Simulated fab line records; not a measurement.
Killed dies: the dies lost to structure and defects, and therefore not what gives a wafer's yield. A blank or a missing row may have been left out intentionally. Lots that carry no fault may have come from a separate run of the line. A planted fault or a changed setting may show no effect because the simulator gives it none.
Which tool was responsible? / flow sky130 / Sampling: 13 lots, 39 wafers, 4 of 708 route steps

## WHAT EACH GAUGE READ, for each wafer
SKY_GATE_OXIDE_OVL_MEAS_10. Usual: GATE_OXIDE_OVL 0.1 nm, standard deviation 1.6.
lot=L190; measured=day 13 23:32; on=overlay-01; GATE_OXIDE_OVL (nm)=-0.4 0.9 1.9; flag=
lot=L191; measured=day 14 04:47; on=overlay-02; GATE_OXIDE_OVL (nm)=1.1 0.7 2.8; flag=
lot=L192; measured=day 14 08:51; on=overlay-02; GATE_OXIDE_OVL (nm)=2.5 1.7 -1.0; flag=
lot=L194; measured=day 15 10:08; on=overlay-02; GATE_OXIDE_OVL (nm)=1.2 3.0 1.8; flag=
lot=L196; measured=day 15 20:10; on=overlay-02; GATE_OXIDE_OVL (nm)=-0.2 -0.8 -0.6; flag=
lot=L197; measured=day 16 08:22; on=overlay-02; GATE_OXIDE_OVL (nm)=1.2 0.3 0.4; flag=
lot=L198; measured=day 16 08:26; on=overlay-01; GATE_OXIDE_OVL (nm)=1.5 1.4 3.0; flag=
lot=L199; measured=day 16 23:07; on=overlay-01; GATE_OXIDE_OVL (nm)=0.8 0.2 0.1; flag=
lot=L201; measured=day 18 02:07; on=overlay-02; GATE_OXIDE_OVL (nm)=1.5 0.2 0.4; flag=
lot=L206; measured=day 19 22:16; on=overlay-02; GATE_OXIDE_OVL (nm)=-0.5 -3.1 -1.2; flag=
lot=L207; measured=day 20 03:16; on=overlay-01; GATE_OXIDE_OVL (nm)=-0.6 -1.6 -2.0; flag=
lot=L213; measured=day 22 04:52; on=overlay-01; GATE_OXIDE_OVL (nm)=-3.3 -2.8 -2.1; flag=
lot=L212; measured=day 22 06:19; on=overlay-01; GATE_OXIDE_OVL (nm)=2.1 1.3 1.2; flag=

SKY_POLY_GATE_THK_MEAS_01. Usual: POLY_GATE_CVD_00_THK 179.8 nm, standard deviation 1.4.
lot=L190; measured=day 14 03:31; on=film-metro-04; POLY_GATE_CVD_00_THK (nm)=177.7 177.8 178.5; flag=
lot=L191; measured=day 14 08:59; on=film-metro-02; POLY_GATE_CVD_00_THK (nm)=180.9 179.7 180.1; flag=
lot=L192; measured=day 14 13:07; on=film-metro-01; POLY_GATE_CVD_00_THK (nm)=180.8 179.3 179.4; flag=
lot=L194; measured=day 15 14:46; on=film-metro-04; POLY_GATE_CVD_00_THK (nm)=178.6 179.0 179.7; flag=
lot=L196; measured=day 16 02:06; on=film-metro-01; POLY_GATE_CVD_00_THK (nm)=180.6 182.9 181.5; flag=
lot=L197; measured=day 16 11:35; on=film-metro-02; POLY_GATE_CVD_00_THK (nm)=182.7 183.3 182.4; flag=
lot=L198; measured=day 16 12:47; on=film-metro-01; POLY_GATE_CVD_00_THK (nm)=180.4 181.0 180.9; flag=
lot=L199; measured=day 17 02:20; on=film-metro-04; POLY_GATE_CVD_00_THK (nm)=179.6 181.3 179.3; flag=
lot=L201; measured=day 18 08:38; on=film-metro-02; POLY_GATE_CVD_00_THK (nm)=180.1 178.8 177.6; flag=
lot=L213; measured=day 22 08:15; on=film-metro-04; POLY_GATE_CVD_00_THK (nm)=179.6 180.1 178.9; flag=
lot=L212; measured=day 22 09:34; on=film-metro-02; POLY_GATE_CVD_00_THK (nm)=180.0 181.9 179.7; flag=

## WHAT TOOL EACH LOT RAN ON (gives the tool, then ch and the chambers of the sampled wafers, and finally the start)
lot=L190; SKY_GATE_OXIDE_WET_ETCH_12=wet-bench-04 ch 2, day 13 23:43; SKY_GATE_OXIDE_STRIP_13=plasma-asher-04 ch 0,1, day 13 23:49
lot=L191; SKY_GATE_OXIDE_WET_ETCH_12=wet-bench-02 ch 0, day 14 04:58; SKY_GATE_OXIDE_STRIP_13=plasma-asher-03 ch 0,1, day 14 05:05
lot=L192; SKY_GATE_OXIDE_WET_ETCH_12=wet-bench-03 ch 3, day 14 09:01; SKY_GATE_OXIDE_STRIP_13=plasma-asher-04 ch 0,1, day 14 09:10
lot=L194; SKY_GATE_OXIDE_WET_ETCH_12=wet-bench-02 ch 3, day 15 10:19; SKY_GATE_OXIDE_STRIP_13=plasma-asher-04 ch 0,1, day 15 10:26
lot=L196; SKY_GATE_OXIDE_WET_ETCH_12=wet-bench-02 ch 3, day 15 20:20; SKY_GATE_OXIDE_STRIP_13=plasma-asher-02 ch 0,1, day 15 20:27
lot=L197; SKY_GATE_OXIDE_WET_ETCH_12=wet-bench-02 ch 3, day 16 08:32; SKY_GATE_OXIDE_STRIP_13=plasma-asher-02 ch 0,1, day 16 08:39
lot=L198; SKY_GATE_OXIDE_WET_ETCH_12=wet-bench-04 ch 3, day 16 08:37; SKY_GATE_OXIDE_STRIP_13=plasma-asher-03 ch 0,1, day 16 08:43
lot=L199; SKY_GATE_OXIDE_WET_ETCH_12=wet-bench-02 ch 0, day 16 23:17; SKY_GATE_OXIDE_STRIP_13=plasma-asher-02 ch 0, day 16 23:23
lot=L201; SKY_GATE_OXIDE_WET_ETCH_12=wet-bench-02 ch 1, day 18 02:17; SKY_GATE_OXIDE_STRIP_13=plasma-asher-02 ch 0,1, day 18 02:26
lot=L206; SKY_GATE_OXIDE_WET_ETCH_12=wet-bench-02 ch 1, day 19 22:26; SKY_GATE_OXIDE_STRIP_13=plasma-asher-04 ch 0,1, day 19 22:33
lot=L207; SKY_GATE_OXIDE_WET_ETCH_12=wet-bench-03 ch 0, day 20 03:27; SKY_GATE_OXIDE_STRIP_13=plasma-asher-03 ch 0,1, day 20 03:34
lot=L213; SKY_GATE_OXIDE_WET_ETCH_12=wet-bench-03 ch 1, day 22 05:04; SKY_GATE_OXIDE_STRIP_13=plasma-asher-03 ch 1, day 22 05:10
lot=L212; SKY_GATE_OXIDE_WET_ETCH_12=wet-bench-02 ch 3, day 22 06:30; SKY_GATE_OXIDE_STRIP_13=plasma-asher-02 ch 0,1, day 22 06:37
- SKY_GATE_OXIDE_WET_ETCH_12: etches SiO2 in dHF, target depth 16.8 nm, time 336 s.
- SKY_GATE_OXIDE_STRIP_13: strips in O2/N2.

## AS READ BY THE TOOLS THEMSELVES (means over the sampled wafers that have a number; for cases with no such wafer, the mark the record gives instead)
SKY_GATE_OXIDE_WET_ETCH_12. Usual: bath-heat-duty-pct 5.9 %, standard deviation 0.52; run-length-s 363.9 s, standard deviation 2.9.
lot=L190; tool=wet-bench-04; bath-heat-duty-pct (%)=5.6; run-length-s (s)=362.1; flag=
lot=L191; tool=wet-bench-02; bath-heat-duty-pct (%)=5.9; run-length-s (s)=369.4; flag=
lot=L192; tool=wet-bench-03; bath-heat-duty-pct (%)=6.5; run-length-s (s)=362.5; flag=
lot=L194; tool=wet-bench-02; bath-heat-duty-pct (%)=6.0; run-length-s (s)=369.6; flag=
lot=L196; tool=wet-bench-02; bath-heat-duty-pct (%)=5.8; run-length-s (s)=362.9; flag=
lot=L197; tool=wet-bench-02; bath-heat-duty-pct (%)=5.8; run-length-s (s)=362.4; flag=
lot=L198; tool=wet-bench-04; bath-heat-duty-pct (%)=6.0; run-length-s (s)=360.9; flag=
lot=L199; tool=wet-bench-02; bath-heat-duty-pct (%)=5.8; run-length-s (s)=361.8; flag=
lot=L201; tool=wet-bench-02; bath-heat-duty-pct (%)=5.7; run-length-s (s)=361.9; flag=
lot=L206; tool=wet-bench-02; bath-heat-duty-pct (%)=-; run-length-s (s)=-; flag=OFF
lot=L207; tool=wet-bench-03; bath-heat-duty-pct (%)=-; run-length-s (s)=-; flag=OFF
lot=L213; tool=wet-bench-03; bath-heat-duty-pct (%)=5.5; run-length-s (s)=363.2; flag=
lot=L212; tool=wet-bench-02; bath-heat-duty-pct (%)=5.3; run-length-s (s)=362.2; flag=

SKY_GATE_OXIDE_STRIP_13. Usual: chamber-pressure-mTorr 1500.0 mTorr, standard deviation 1.4; drypump-motor-current-A 5.6 A, standard deviation 0.41; o2-flow-sccm 3000 sccm, standard deviation 10; oes-product-au 0.715 a.u., standard deviation 0.0051; strip-time-to-endpoint-s 14.19 s, standard deviation 0.036.
lot=L190; tool=plasma-asher-04; chamber-pressure-mTorr (mTorr)=1499.1; drypump-motor-current-A (A)=6.0; o2-flow-sccm (sccm)=3005; oes-product-au (a.u.)=0.718; strip-time-to-endpoint-s (s)=14.19; flag=
lot=L191; tool=plasma-asher-03; chamber-pressure-mTorr (mTorr)=1499.0; drypump-motor-current-A (A)=5.1; o2-flow-sccm (sccm)=2988; oes-product-au (a.u.)=0.716; strip-time-to-endpoint-s (s)=14.18; flag=
lot=L192; tool=plasma-asher-04; chamber-pressure-mTorr (mTorr)=1500.1; drypump-motor-current-A (A)=6.0; o2-flow-sccm (sccm)=3000; oes-product-au (a.u.)=0.717; strip-time-to-endpoint-s (s)=14.17; flag=
lot=L194; tool=plasma-asher-04; chamber-pressure-mTorr (mTorr)=1500.5; drypump-motor-current-A (A)=6.1; o2-flow-sccm (sccm)=3017; oes-product-au (a.u.)=0.715; strip-time-to-endpoint-s (s)=14.17; flag=
lot=L196; tool=plasma-asher-02; chamber-pressure-mTorr (mTorr)=1500.4; drypump-motor-current-A (A)=5.8; o2-flow-sccm (sccm)=2998; oes-product-au (a.u.)=0.712; strip-time-to-endpoint-s (s)=14.20; flag=
lot=L197; tool=plasma-asher-02; chamber-pressure-mTorr (mTorr)=1501.5; drypump-motor-current-A (A)=5.8; o2-flow-sccm (sccm)=3001; oes-product-au (a.u.)=0.721; strip-time-to-endpoint-s (s)=14.18; flag=
lot=L198; tool=plasma-asher-03; chamber-pressure-mTorr (mTorr)=1498.4; drypump-motor-current-A (A)=5.2; o2-flow-sccm (sccm)=2986; oes-product-au (a.u.)=0.713; strip-time-to-endpoint-s (s)=14.25; flag=
lot=L199; tool=plasma-asher-02; chamber-pressure-mTorr (mTorr)=1499.7; drypump-motor-current-A (A)=5.7; o2-flow-sccm (sccm)=3005; oes-product-au (a.u.)=0.714; strip-time-to-endpoint-s (s)=14.18; flag=
lot=L201; tool=plasma-asher-02; chamber-pressure-mTorr (mTorr)=1500.6; drypump-motor-current-A (A)=5.7; o2-flow-sccm (sccm)=3012; oes-product-au (a.u.)=0.718; strip-time-to-endpoint-s (s)=14.17; flag=
lot=L206; tool=plasma-asher-04; chamber-pressure-mTorr (mTorr)=1499.9; drypump-motor-current-A (A)=6.0; o2-flow-sccm (sccm)=3008; oes-product-au (a.u.)=0.717; strip-time-to-endpoint-s (s)=14.22; flag=
lot=L207; tool=plasma-asher-03; chamber-pressure-mTorr (mTorr)=1500.1; drypump-motor-current-A (A)=5.1; o2-flow-sccm (sccm)=3004; oes-product-au (a.u.)=0.714; strip-time-to-endpoint-s (s)=14.22; flag=
lot=L213; tool=plasma-asher-03; chamber-pressure-mTorr (mTorr)=1500.5; drypump-motor-current-A (A)=4.8; o2-flow-sccm (sccm)=3011; oes-product-au (a.u.)=0.717; strip-time-to-endpoint-s (s)=14.16; flag=
lot=L212; tool=plasma-asher-02; chamber-pressure-mTorr (mTorr)=1499.7; drypump-motor-current-A (A)=5.7; o2-flow-sccm (sccm)=2992; oes-product-au (a.u.)=0.714; strip-time-to-endpoint-s (s)=14.20; flag=

## THE ANSWER, worked out from the rows above alone
Rule: lot off if the mean of its wafers having a number is beyond 3 standard deviations from the usual mean. Also off: a lot with no number at a reading for which 4 or more lots have one. The other lots that the step has rows for count as sound. After the gauges, taken in route order, come the tools' own readings; for these a lot's mean is taken, as printed above. The first step at which some lot is off is used, and at that step the reading that is off furthest; a lot without a number counts as furthest.
Off: L206, L207, at SKY_GATE_OXIDE_WET_ETCH_12 (bath-heat-duty-pct). Without a number there: L206, L207.
If a tool, at that step or one of the process steps before it, ran each lot that is off and ran no sound lot following the first of them, it fits. No candidate that was tried fits.

## WHAT THE SIMULATOR HAD INSERTED
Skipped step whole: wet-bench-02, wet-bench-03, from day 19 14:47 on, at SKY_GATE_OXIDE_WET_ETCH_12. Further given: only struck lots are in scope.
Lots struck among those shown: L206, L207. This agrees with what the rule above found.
